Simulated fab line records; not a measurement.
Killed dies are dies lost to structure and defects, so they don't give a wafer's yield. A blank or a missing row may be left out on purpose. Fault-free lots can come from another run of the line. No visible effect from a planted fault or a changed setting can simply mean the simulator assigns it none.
A struck lot beside a sound one	flow sky130	32 steps out of a route of 708
Sound: these wafers, L802.1, L802.3, L802.6. Struck: wafers L809.4, L809.5 (left out: L809.2, a lot-mate that was not struck); the cause follows at the end.
Each step with rows lists, per side, the tool, then ch with its chambers, then its first start. Under that, the readings that differ: sound wafers	struck wafers	difference of the means	sigmas: that difference in standard deviations of wafers without a fault.
alike: same words and numbers on both sides, and readings whose means sit less than 2 such deviations apart. not compared: any withheld reading, any reading some wafer has no value for, any bound like >300 that may hide the same value, and any number with overlapping values for which the record gives no deviation.
The two part at a step that has a row with sigmas, a row that says differs or no value, or rows on one side only. Numbers that have no deviation but don't overlap get no sigmas and don't part them. A reading missing from all wafers of one side parts the sides only when that side holds two or more wafers.

first, 5 steps without rows for these wafers: SKY_VIA1_STRIP_17 (strips in post etch residue remover, time 1200 s); SKY_VIA1_CLEAN_18 (cleans in IPA, time 180 s); SKY_VIA1_CLEAN_19 (cleans in O3/DIW); SKY_VIA1_SPUTTER_20 (material TiN, target thk 20 nm, time 80 s); SKY_VIA1_CVD_21 (deposits W, target thk 270 nm, time 80.902 s).
SKY_VIA1_RS_MEAS_22: measurement is done with a four-point probe.
  sound: film metro-04 at day 34 11:14; struck: film metro-03 at day 37 05:49
reading	sound	struck	difference	sigmas
VIA1_W_RS (ohm/sq)	0.435 0.430 0.430	0.440 0.444	+0.010	+2
SKY_VIA1_THK_MEAS_23: measures by xrf.
  sound: film metro-04 at day 34 11:21; struck: film metro-03 at day 37 05:55
  alike: VIA1_W_THK
then, 1 step without rows for these wafers: SKY_VIA1_CMP_24 (polishes, stops on SiO2, t overpolish 15 s, target thk 0 nm).
SKY_METAL2_SPUTTER_00: material Ti, target thk 15 nm, time 10 s.
  sound: pvd sputter-04 at day 34 11:43; struck: pvd sputter-04 at day 37 06:16
  alike: cathode dc power W, chamber pressure pa, throttle valve pct
then, 1 step without rows for these wafers: SKY_METAL2_SPUTTER_01 (material TiN, target thk 20 nm, time 16.7 s).
SKY_METAL2_SPUTTER_02: material AlCu, target thk 250 nm, time 13.3 s.
  sound: pvd sputter-04 at day 34 11:46; struck: pvd sputter-04 at day 37 06:19
  alike: cathode dc power W, chamber pressure pa, throttle valve pct
SKY_METAL2_SPUTTER_03: material Ti, target thk 5 nm, time 3.3 s.
  sound: pvd sputter-04 at day 34 11:47; struck: pvd sputter-04 at day 37 06:21
reading	sound	struck	difference	sigmas
chamber pressure pa (Pa)	0.4018 0.4003 0.4017	0.3994 0.3992	-0.0020	-3
  alike: cathode dc power W, throttle valve pct
SKY_METAL2_SPUTTER_04: material TiN, target thk 70 nm, time 58.3 s.
  sound: pvd sputter-04 at day 34 11:48; struck: pvd sputter-04 at day 37 06:22
reading	sound	struck	difference	sigmas
cathode dc power W (W)	6498.4 6500.2 6501.3	7537.9 7534.6	+1036.3	+99 or more
model.TiN_of_METAL2_SPUTTER_04.thk nm (nm)	71.4 71.52 72.3	80.72 80.67	+8.95	
  alike: chamber pressure pa, throttle valve pct
SKY_METAL2_RS_MEAS_05: measurement is done with a four-point probe.
  sound: film metro-04 at day 34 11:51; struck: film metro-01 at day 37 06:26
  alike: METAL2_ALCU_RS
SKY_METAL2_THK_MEAS_06: measures by xrf.
  sound: film metro-04 at day 34 11:58; struck: film metro-01 at day 37 06:32
  alike: METAL2_ALCU_THK
then, 8 steps without rows for these wafers: SKY_METAL2_DEHYDRATE_07 (time 60 s); SKY_METAL2_HMDS_08 (prime time 60 s); SKY_METAL2_COAT_09 (resist thk 60 nm); SKY_METAL2_COAT_10 (resist thk 450 nm); SKY_METAL2_SOFTBAKE_11 (time 90 s); SKY_METAL2_EXPOSE_12 (exposes mask MM2, target cd 140 nm); SKY_METAL2_PEB_13; SKY_METAL2_DEVELOP_14 (develop time 60 s).
SKY_METAL2_CD_MEAS_15: the cd target is 140 nm.
  sound: cd sem-01 at day 35 14:11; struck: cd sem-02 at day 38 08:31
reading	sound	struck	difference	sigmas
cd nm (nm)	141.5 141.7 143.1	138.0 137.2	-4.5	-3
SKY_METAL2_OVL_MEAS_16:
  sound: overlay-01 at day 35 14:18; struck: overlay-02 at day 38 08:37
  alike: METAL2_OVL
then, 1 step without rows for these wafers: SKY_METAL2_DESCUM_17 (chemistry O2, time 8 s).
SKY_METAL2_ETCH_18: etches BARC in N2/H2, stops on SiO2, time 45.9 s, target depth 60 nm.
  sound on rie metal-04 ch 1, day 35 14:22; struck on rie metal-04 ch 0, day 38 08:41
reading	sound	struck	difference	sigmas
rf fwd power W (W)	497.9 498.9 495.8	492.7 493.2	-4.6	-3
  alike: drypump motor current A, oes product au, throttle valve pct
  not compared: rf hours counter h
SKY_METAL2_METAL_ETCH_19: etches the open film in Cl2/BCl3, stops on SiO2, target depth 360 nm, time 78 s.
  sound on rie metal-04 ch 1, day 35 14:26; struck on rie metal-04 ch 0, day 38 08:44
  alike: drypump motor current A, oes product au, rf fwd power W, throttle valve pct
  not compared: rf hours counter h
then, 1 step without rows for these wafers: SKY_METAL2_STRIP_20 (strips in O2/N2).
SKY_METAL2_STRIP_21: strips in post etch residue remover, time 1200 s.
  sound on wet bench-01 ch 2, day 35 14:37; struck on wet bench-03 ch 1, day 38 08:56
reading	sound	struck	difference	sigmas
model.TiN_of_METAL2_SPUTTER_04.thk nm (nm)	70.98 71.1 71.88	80.3 80.25	+9.0	
  alike: temp c
then, 1 step without rows for these wafers: SKY_METAL2_CLEAN_22 (cleans in IPA, time 180 s).
-- the record jumps here: 10 days lie between the struck wafers' starts before and after (it left off in module METAL2 and takes up again in module PAD_OPEN, whose first step shown is number 708 of the route) --
SKY_PAD_OPEN_PROBE_99:
  sound: prober-01 at day 46 04:27; struck: prober-01 at day 48 08:37
  alike: defect limited yield, killed_at_M0_to_M3, killed_at_M4_up, killed at contacts, killed at front end, killed at other, killed dies, killed on rim, killed open, killed short, sort_bin_3_pad_short, sort_bin_5_function, sort_bin_6_memory, sort n pass, sort yield pct

== WHERE THEY PART ==
First at SKY_VIA1_RS_MEAS_22; last, within this record, at SKY_METAL2_ETCH_18. Later steps at which nothing parts them and some readings are alike: SKY_METAL2_METAL_ETCH_19, SKY_METAL2_STRIP_21, SKY_PAD_OPEN_PROBE_99.

WHY: whatever the simulator had introduced
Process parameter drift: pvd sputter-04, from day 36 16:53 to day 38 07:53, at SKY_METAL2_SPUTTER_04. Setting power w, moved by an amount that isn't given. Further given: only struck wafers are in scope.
